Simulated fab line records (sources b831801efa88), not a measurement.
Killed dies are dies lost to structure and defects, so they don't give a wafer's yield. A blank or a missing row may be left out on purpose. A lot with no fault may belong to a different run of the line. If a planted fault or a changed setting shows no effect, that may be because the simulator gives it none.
Which tool was responsible?    flow sky130    Sampling: 13 lots, 39 wafers, 4 of 708 route steps

WHAT THE GAUGES SHOWED, per wafer
SKY_METAL4_OVL_MEAS_14. Usual: for METAL4_OVL the level is -2 nm and the standard deviation is 5.
lot   measured      on          METAL4_OVL (nm)  flag
L446  day 41 22:41  overlay-02  3 3 0            
L448  day 43 10:30  overlay-01  -5 3 -5          
L450  day 43 11:15  overlay-02  -3 -1 -2         
L449  day 43 15:20  overlay-01  -9 -1 -7         
L451  day 43 16:09  overlay-01  -2 -4 -8         
L452  day 43 19:04  overlay-01  -7 2 8           
L453  day 44 21:38  overlay-02  -6 -11 -5        
L454  day 44 22:36  overlay-02  -11 -7 -8        
L456  day 45 02:06  overlay-02  0 -5 -1          
L457  day 45 05:23  overlay-02  -1 -7 -7         
L462  day 46 08:19  overlay-01  5 3 7            
L463  day 46 19:16  overlay-01  -4 0 -1          
L467  day 47 14:08  overlay-02  6 2 3            

SKY_PASSIVATION_THK_MEAS_01. Usual: for PASSIVATION_CVD_00_THK the level is 89.9 nm and the standard deviation is 1.1.
lot   measured      on             PASSIVATION_CVD_00_THK (nm)  flag
L446  day 44 01:25  film metro-01  90.3 91.3 91.1               
L448  day 45 06:46  film metro-04  89.8 89.6 90.4               
L450  day 45 08:45  film metro-02  88.5 89.0 90.5               
L449  day 45 13:59  film metro-01  87.7 87.6 89.6               
L451  day 45 15:22  film metro-01  88.3 88.6 89.1               
L452  day 45 17:32  film metro-01  88.8 89.8 91.1               
L453  day 46 18:09  film metro-04  90.0 90.8 91.3               
L454  day 46 19:46  film metro-04  88.2 90.0 89.3               
L456  day 46 23:39  film metro-04  90.0 88.3 90.9               
L457  day 47 02:54  film metro-02  90.0 91.8 92.3               
L462  day 48 02:43  film metro-04  89.1 87.5 90.3               
L463  day 48 14:22  film metro-01  89.6 91.1 91.1               
L467  day 49 06:31  film metro-02  88.2 90.4 91.7               

SKY_PASSIVATION_THK_MEAS_03. Usual: for PASSIVATION_CVD_02_THK the level is 539 nm and the standard deviation is 6.4.
lot   measured      on             PASSIVATION_CVD_02_THK (nm)  flag
L446  day 44 01:41  film metro-04  534 544 539                  
L448  day 45 07:03  film metro-04  537 548 546                  
L450  day 45 09:02  film metro-02  538 534 547                  
L449  day 45 14:17  film metro-01  539 547 549                  
L451  day 45 15:39  film metro-02  529 528 546                  
L452  day 45 17:50  film metro-02  536 530 543                  
L453  day 46 18:26  film metro-04  541 547 548                  
L454  day 46 20:04  film metro-01  535 540 536                  
L456  day 46 23:56  film metro-04  534 530 544                  
L457  day 47 03:11  film metro-02  527 544 540                  
L462  day 48 03:01  film metro-04  541 539 548                  
L463  day 48 14:40  film metro-04  530 547 550                  
L467  day 49 06:48  film metro-04  538 536 537                  

EACH LOT AND THE TOOL THAT RAN IT (in order: tool; ch and the chambers of the sampled wafers; start)
lot   SKY_METAL5_SPUTTER_00
L446  pvd sputter-03, day 43 01:07
L448  pvd sputter-03, day 44 11:26
L450  pvd sputter-03, day 44 13:01
L449  pvd sputter-03, day 44 16:07
L451  pvd sputter-03, day 44 17:26
L452  pvd sputter-02, day 44 20:48
L453  pvd sputter-01, day 45 20:55
L454  pvd sputter-02, day 45 22:37
L456  pvd sputter-02, day 46 02:25
L457  pvd sputter-03, day 46 05:36
L462  pvd sputter-03, day 47 07:19
L463  pvd sputter-02, day 47 18:31
L467  pvd sputter-03, day 48 12:03
- SKY_METAL5_SPUTTER_00: material Ti, target thk 15 nm, time 10 s.

AS READ BY THE TOOLS THEMSELVES (means over the sampled wafers that have a number; for cases with no such wafer, the mark the record gives instead)
SKY_METAL5_SPUTTER_00. Usual: cathode dc power W 2999.9 W, standard deviation 0.48; chamber pressure pa 0.3998 Pa, standard deviation 0.00069; throttle valve pct 30.2 %, standard deviation 0.85.
lot   tool            cathode dc power W (W)  chamber pressure pa (Pa)  throttle valve pct (%)  flag
L446  pvd sputter-03  3000.1                  0.3999                    30.5                    
L448  pvd sputter-03  2999.8                  0.3994                    30.2                    
L450  pvd sputter-03  3000.1                  0.3999                    30.5                    
L449  pvd sputter-03  3000.1                  0.3996                    30.2                    
L451  pvd sputter-03  3000.3                  0.4003                    30.3                    
L452  pvd sputter-02  2999.6                  0.3993                    30.1                    
L453  pvd sputter-01  3000.5                  0.3999                    30.4                    
L454  pvd sputter-02  2999.8                  0.4004                    30.2                    
L456  pvd sputter-02  -                       -                         -                       OFF
L457  pvd sputter-03  -                       -                         -                       OFF
L462  pvd sputter-03  2999.9                  0.3996                    30.5                    
L463  pvd sputter-02  3000.1                  0.4000                    30.1                    
L467  pvd sputter-03  2999.9                  0.3997                    30.8                    

THE ANSWER, worked out from the rows above alone
Rule: take the mean of a lot's wafers that have a number; if it is more than 3 standard deviations from the usual mean, the lot is off. A lot without any number at a reading at which 4 lots or more have one is off too. Where the step has rows for the other lots, those lots are counted as sound. After the gauges, taken in route order, come the tools' own readings; for these a lot's mean is taken, as printed above. At the first step where some lot is off, the reading lying furthest off is the one used; lots without a number count as furthest.
Off: L456, L457, at SKY_METAL5_SPUTTER_00 (cathode dc power W). Without a number there: L456, L457.
If a tool, at that step or one of the process steps before it, ran each lot that is off and ran no sound lot following the first of them, it fits. None of those tried fits.

WHAT THE SIMULATOR HAD INSERTED
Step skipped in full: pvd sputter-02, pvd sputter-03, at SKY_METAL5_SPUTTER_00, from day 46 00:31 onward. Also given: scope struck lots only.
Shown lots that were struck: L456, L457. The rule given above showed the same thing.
